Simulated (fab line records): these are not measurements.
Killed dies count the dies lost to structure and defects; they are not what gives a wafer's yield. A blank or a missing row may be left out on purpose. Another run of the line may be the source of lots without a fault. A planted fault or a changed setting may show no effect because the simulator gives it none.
Which of the tools did it? ; flow sky130 ; 24 lots with 72 wafers sampled at 5 steps, on a route of 708 steps

## WHAT EACH GAUGE READ, for each wafer
SKY_PWDE_OVL_MEAS_07. Usual: for PWDE_OVL the level is -0.7 nm and the standard deviation is 1.5.
lot;measured;on;PWDE_OVL (nm);flag
L074;day 4 02:50;overlay-01;-1.8 0.5 0.0;
L075;day 4 06:47;overlay-01;-2.4 0.3 -0.1;
L076;day 4 11:21;overlay-02;-0.5 -0.7 -1.3;
L077;day 4 18:09;overlay-02;2.0 2.3 2.9;
L078;day 5 06:41;overlay-01;-1.4 -1.3 -0.8;
L079;day 5 14:02;overlay-01;-2.2 -3.1 -2.3;
L080;day 5 15:08;overlay-01;0.3 -1.2 -0.3;
L081;day 5 20:59;overlay-01;-0.4 -0.2 0.6;
L082;day 6 01:32;overlay-02;0.9 2.1 0.6;
L083;day 6 06:08;overlay-02;1.5 1.9 -1.2;
L084;day 6 11:35;overlay-01;-3.2 -2.5 -0.4;
L085;day 6 19:15;overlay-02;-0.6 -1.6 -0.1;
L086;day 6 23:52;overlay-02;0.9 -0.3 0.2;
L087;day 7 03:51;overlay-01;-2.2 -3.6 -2.1;
L088;day 7 08:05;overlay-01;-2.2 -3.0 -2.5;
L089;day 7 14:09;overlay-01;-0.2 -2.3 -1.1;
L090;day 7 19:15;overlay-01;-0.1 -2.2 -2.4;
L091;day 8 01:59;overlay-01;0.0 -0.8 0.0;
L092;day 8 07:32;overlay-01;2.0 -1.9 0.2;
L093;day 8 15:26;overlay-01;-2.9 -0.4 -2.5;
L094;day 8 18:36;overlay-01;0.2 -2.5 -0.2;
L095;day 9 01:30;overlay-01;-1.1 -1.1 -1.0;
L096;day 9 04:23;overlay-02;0.6 -0.3 -1.1;
L097;day 9 12:22;overlay-02;-0.6 0.3 -3.4;

SKY_VIA1_CD_MEAS_12 targets a cd of 150 nm. Usual: cd_nm 149.6 nm, standard deviation 1.5.
lot;measured;on;cd_nm (nm);flag
L074;day 34 17:43;cd_sem-01;148.2 147.6 148.3;
L075;day 35 02:52;cd_sem-02;149.7 148.6 149.3;
L076;day 35 10:08;cd_sem-01;150.6 151.4 151.9;
L077;day 35 16:14;cd_sem-02;148.6 150.5 149.2;
L078;day 36 13:05;cd_sem-02;148.5 147.8 149.5;
L079;day 36 17:41;cd_sem-02;150.2 149.7 152.1;
L080;day 37 00:28;cd_sem-02;150.0 149.8 147.9;
L081;day 37 03:17;cd_sem-01;150.9 151.9 151.2;
L082;day 37 19:20;cd_sem-02;149.1 147.9 149.6;
L083;day 37 20:41;cd_sem-01;150.9 150.9 151.7;
L084;day 37 23:26;cd_sem-01;150.5 150.1 150.5;
L085;day 38 04:11;cd_sem-01;148.0 150.6 149.6;
L086;day 38 18:09;cd_sem-01;151.2 149.5 151.2;
L087;day 39 02:26;cd_sem-01;150.2 147.8 148.5;
L088;day 39 00:29;cd_sem-02;147.1 146.7 147.1;
L089;day 39 02:41;cd_sem-02;146.8 146.7 147.7;
L090;day 39 12:31;cd_sem-02;150.3 148.6 148.3;
L091;day 39 17:05;cd_sem-02;148.1 148.0 149.0;
L092;day 40 01:14;cd_sem-01;148.5 151.8 150.0;
L093;day 40 07:14;cd_sem-02;152.0 151.0 153.6;
L094;day 40 10:55;cd_sem-02;149.8 147.1 149.1;
L095;day 40 18:44;cd_sem-01;147.9 147.0 149.5;
L096;day 41 02:20;cd_sem-02;150.5 152.0 151.5;
L097;day 41 12:05;cd_sem-01;150.7 150.3 152.5;

SKY_VIA2_THK_MEAS_23: measures by xrf. Usual: for VIA2_W_THK the level is 427 nm and the standard deviation is 7.9.
lot;measured;on;VIA2_W_THK (nm);flag
L074;day 37 03:26;film_metro-01;423 418 418;
L075;day 37 16:19;film_metro-03;422 415 425;
L076;day 37 20:52;film_metro-03;424 426 428;
L077;day 38 02:27;film_metro-03;436 433 425;
L078;day 38 22:54;film_metro-01;422 416 422;
L079;day 39 03:21;film_metro-03;430 435 431;
L080;day 39 09:08;film_metro-03;428 427 438;
L081;day 39 12:37;film_metro-01;413 411 419;
L082;day 40 03:07;film_metro-02;423 430 418;
L083;day 40 05:31;film_metro-02;424 423 428;
L084;day 40 07:44;film_metro-02;427 427 425;
L085;day 40 11:38;film_metro-01;426 416 426;
L086;day 41 00:35;film_metro-01;427 426 421;
L087;day 41 10:10;film_metro-03;442 434 441;
L088;day 41 08:08;film_metro-01;418 415 422;
L089;day 41 10:33;film_metro-01;421 425 420;
L090;day 41 19:37;film_metro-01;422 424 422;
L091;day 41 23:46;film_metro-03;438 429 436;
L092;day 42 06:38;film_metro-03;438 434 432;
L093;day 42 13:44;film_metro-02;432 432 433;
L094;day 42 16:47;film_metro-02;427 435 429;
L095;day 42 23:34;film_metro-01;421 420 420;
L096;day 43 08:15;film_metro-03;438 436 439;
L097;day 43 17:31;film_metro-03;442 445 443;

SKY_METAL3_OVL_MEAS_14. Usual: for METAL3_OVL the level is 2 nm and the standard deviation is 5.1.
lot;measured;on;METAL3_OVL (nm);flag
L074;day 39 09:28;overlay-01;11 -1 1;
L075;day 39 21:20;overlay-02;-3 -6 3;
L076;day 40 01:41;overlay-02;-6 -8 -7;
L077;day 40 07:10;overlay-02;4 1 1;
L078;day 41 02:53;overlay-01;1 0 -2;
L079;day 41 08:08;overlay-01;14 5 3;
L080;day 41 12:19;overlay-01;4 7 3;
L081;day 41 15:19;overlay-02;-2 1 2;
L082;day 42 06:49;overlay-02;9 13 7;
L083;day 42 08:46;overlay-02;1 -5 0;
L084;day 42 10:34;overlay-02;-3 -3 3;
L085;day 42 14:22;overlay-01;10 6 10;
L086;day 43 02:47;overlay-01;10 9 9;
L087;day 43 11:34;overlay-02;-2 6 9;
L088;day 43 10:26;overlay-02;9 6 -5;
L089;day 43 12:46;overlay-01;-7 1 -2;
L090;day 43 19:59;overlay-01;-3 -10 -8;
L091;day 44 00:14;overlay-01;4 3 4;
L092;day 44 08:10;overlay-02;2 3 -2;
L093;day 44 14:46;overlay-02;2 0 -3;
L094;day 44 17:59;overlay-01;4 2 1;
L095;day 44 22:57;overlay-01;9 2 1;
L096;day 45 08:17;overlay-02;5 14 10;
L097;day 45 17:41;overlay-02;2 4 0;

## EACH LOT AND THE TOOL THAT RAN IT (in order: tool; ch and the chambers of the sampled wafers; start)
lot;SKY_VIA1_STRIP_16
L074;plasma_asher-01 ch 0,1, day 34 17:58
L075;plasma_asher-02 ch 0,1, day 35 03:06
L076;plasma_asher-01 ch 0,1, day 35 10:22
L077;plasma_asher-02 ch 0,1, day 35 16:28
L078;plasma_asher-01 ch 0,1, day 36 13:20
L079;plasma_asher-01 ch 0,1, day 36 17:56
L080;plasma_asher-04 ch 0,1, day 37 00:43
L081;plasma_asher-02 ch 0,1, day 37 03:32
L082;plasma_asher-02 ch 0,1, day 37 19:35
L083;plasma_asher-04 ch 0, day 37 20:56
L084;plasma_asher-01 ch 0,1, day 37 23:41
L085;plasma_asher-01 ch 0,1, day 38 04:25
L086;plasma_asher-04 ch 0,1, day 38 18:22
L087;plasma_asher-01 ch 0,1, day 39 02:40
L088;plasma_asher-04 ch 0,1, day 39 00:44
L089;plasma_asher-04 ch 0,1, day 39 02:55
L090;plasma_asher-02 ch 1, day 39 12:44
L091;plasma_asher-02 ch 0,1, day 39 17:20
L092;plasma_asher-02 ch 0,1, day 40 01:28
L093;plasma_asher-01 ch 0,1, day 40 07:29
L094;plasma_asher-02 ch 0,1, day 40 11:08
L095;plasma_asher-02 ch 0,1, day 40 18:58
L096;plasma_asher-02 ch 0,1, day 41 02:35
L097;plasma_asher-01 ch 0,1, day 41 12:18
- SKY_VIA1_STRIP_16: strips in O2/N2.

## AS READ BY THE TOOLS THEMSELVES (means over the sampled wafers that have a number; for cases with no such wafer, the mark the record gives instead)
SKY_VIA1_STRIP_16. Usual: drypump_motor_current_A 5.6 A, standard deviation 0.32; n2_flow_sccm 299.8 sccm, standard deviation 0.99; oes_product_au 0.415 a.u., standard deviation 0.0047; strip_time_to_endpoint_s 4.452 s, standard deviation 0.019.
lot;tool;drypump_motor_current_A (A);n2_flow_sccm (sccm);oes_product_au (a.u.);strip_time_to_endpoint_s (s);flag
L074;plasma_asher-01;5.2;300.4;0.416;4.442;
L075;plasma_asher-02;5.8;299.3;0.416;4.438;
L076;plasma_asher-01;5.2;299.1;0.412;4.441;
L077;plasma_asher-02;5.8;298.4;0.418;4.450;
L078;plasma_asher-01;5.2;300.2;0.416;4.455;
L079;plasma_asher-01;5.2;301.0;0.410;4.448;
L080;plasma_asher-04;5.8;301.5;0.418;4.450;
L081;plasma_asher-02;5.8;299.8;0.414;4.446;
L082;plasma_asher-02;5.8;299.7;0.412;4.459;
L083;plasma_asher-04;5.9;298.9;0.415;4.419;
L084;plasma_asher-01;5.2;299.3;0.420;4.458;
L085;plasma_asher-01;5.2;299.6;0.414;4.446;
L086;plasma_asher-04;5.8;300.6;0.418;4.456;
L087;plasma_asher-01;5.2;300.0;0.417;4.450;
L088;plasma_asher-04;5.9;299.5;0.415;4.458;
L089;plasma_asher-04;5.8;299.8;0.411;4.470;
L090;plasma_asher-02;5.9;300.1;0.414;4.456;
L091;plasma_asher-02;5.8;300.4;0.422;4.468;
L092;plasma_asher-02;5.8;300.6;0.412;4.452;
L093;plasma_asher-01;5.2;298.9;0.416;4.439;
L094;plasma_asher-02;5.8;299.6;0.414;4.473;
L095;plasma_asher-02;5.8;299.6;0.416;4.464;
L096;plasma_asher-02;5.8;299.7;0.412;4.454;
L097;plasma_asher-01;5.2;299.7;0.415;4.449;

## THE ANSWER, worked out from the rows above alone
Rule: take the mean of a lot's wafers that have a number; if it is more than 3 standard deviations from the usual mean, the lot is off. A lot without any number at a reading at which 4 lots or more have one is off too. Where the step has rows for the other lots, those lots are counted as sound. Order of review: gauges by route order, followed by the tools' own readings, for which a lot's mean as printed above is used. The first step at which some lot is off is used, and at that step the reading that is off furthest; a lot without a number counts as furthest.
None of the lots is off at any reading shown; this tells nothing.

## WHAT WAS PUT IN BY THE SIMULATOR
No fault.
